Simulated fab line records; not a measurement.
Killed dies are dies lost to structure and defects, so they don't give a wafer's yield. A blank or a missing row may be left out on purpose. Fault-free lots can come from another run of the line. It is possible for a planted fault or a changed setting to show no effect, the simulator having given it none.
Comparing a struck lot with a sound one || flow sfq line || 14 steps out of a route of 325
Sound: wafers L979.2, L979.3, L979.4. Wafers L980.3, L980.5, L980.6 were the ones struck. Last of all comes the cause.
Order at every step that has rows: each side's tool, ch and its chambers, its first start. Under that, the readings that differ: sound wafers || struck wafers || difference of the means || sigmas: that difference in standard deviations of wafers without a fault.
alike: same words and numbers on both sides, and readings whose means sit less than 2 such deviations apart. not compared: any withheld reading, any reading some wafer has no value for, any bound like >300 that may hide the same value, and any number with overlapping values for which the record gives no deviation.
A row with sigmas, a row that says differs or no value, or rows on one side alone: a step with any of these is where the two part. Non-overlapping numbers with no deviation appear without sigmas and do not part them. A reading missing from all wafers of one side parts the sides only when that side holds two or more wafers.

first, 2 steps without rows for these wafers: SFQ_TRILAYER_I5_LITHO_PEB_147 (peb time 59.16 s); SFQ_TRILAYER_I5_LITHO_DEVELOP_146 (time 60 s).
SFQ_I5_OVL_MEAS_936:
  sound on overlay-02, day 68 11:58; struck on overlay-01, day 68 13:10
  alike: I5_OVL
SFQ_TRILAYER_I5_BARC_OPEN_VIA_ETCH_200: etches BARC in O2, target depth 125 nm, time 41.7 s.
  sound on rie diel-02 ch 0,1,3, day 68 11:59; struck on rie diel-01 ch 2,3, day 68 13:11
  alike: drypump motor current A, oes product au
  not compared: rf hours counter h
SFQ_TRILAYER_I5_ETCH_VIA_ETCH_147: etches the open film in CHF3, stops on Nb, target depth 360 nm.
  sound on rie diel-02 ch 0,1,3, day 68 12:02; struck on rie diel-01 ch 2,3, day 68 13:14
  alike: drypump motor current A, oes product au
SFQ_TRILAYER_I5_STRIP_STRIP_148: strips in O2.
  sound on rie metal-01 ch 0,1, day 68 12:11; struck on rie metal-03 ch 0,1, day 68 13:35
  alike: drypump motor current A, oes product au
  not compared: rf hours counter h
then, 6 steps without rows for these wafers: SFQ_TRILAYER_I5_STRIP_SOLV_CLEAN_149 (cleans in NMP, time 600 s); SFQ_TRILAYER_C5_LITHO_COAT_156 (resist thk 62 nm); SFQ_TRILAYER_C5_LITHO_COAT_151 (resist thk 650 nm); SFQ_TRILAYER_C5_LITHO_SOFTBAKE_155; SFQ_TRILAYER_C5_LITHO_EXPOSE_152 (exposes mask C5, target cd 500 nm); SFQ_TRILAYER_C5_LITHO_PEB_154 (peb time 60 s).
-- the record jumps here: 4 days lie between the struck wafers' starts before and after --
SFQ_TRILAYER_C5_LITHO_DEVELOP_153: time 60 s.
  sound on litho track-04 ch 0, day 71 18:59; struck on litho track-04, day 72 05:49
  no value came back on the struck wafers for chill plate temp C (C), exhaust pa (Pa); on the sound wafers chill plate temp C (C) reads 23.10 22.97 23.18
{"reading": "model.KrF_of_TRILAYER_C5_LITHO_COAT_151.thk nm (nm)", "sound": "623.6 624.3 624", "struck": "650.5 653.8 652.5", "difference": "+28.3", "sigmas": ""}
SFQ_C5_OVL_MEAS_937:
  sound on overlay-01, day 71 19:07; struck on overlay-02, day 72 05:56
{"reading": "C5_OVL (nm)", "sound": "4 1 1", "struck": "- - -", "difference": "no value on the struck wafers", "sigmas": ""}

== WHERE THEY PART ==
Earliest at SFQ_TRILAYER_C5_LITHO_DEVELOP_153; latest, in this record, at SFQ_C5_OVL_MEAS_937.

WHY: what had been put in by the simulator
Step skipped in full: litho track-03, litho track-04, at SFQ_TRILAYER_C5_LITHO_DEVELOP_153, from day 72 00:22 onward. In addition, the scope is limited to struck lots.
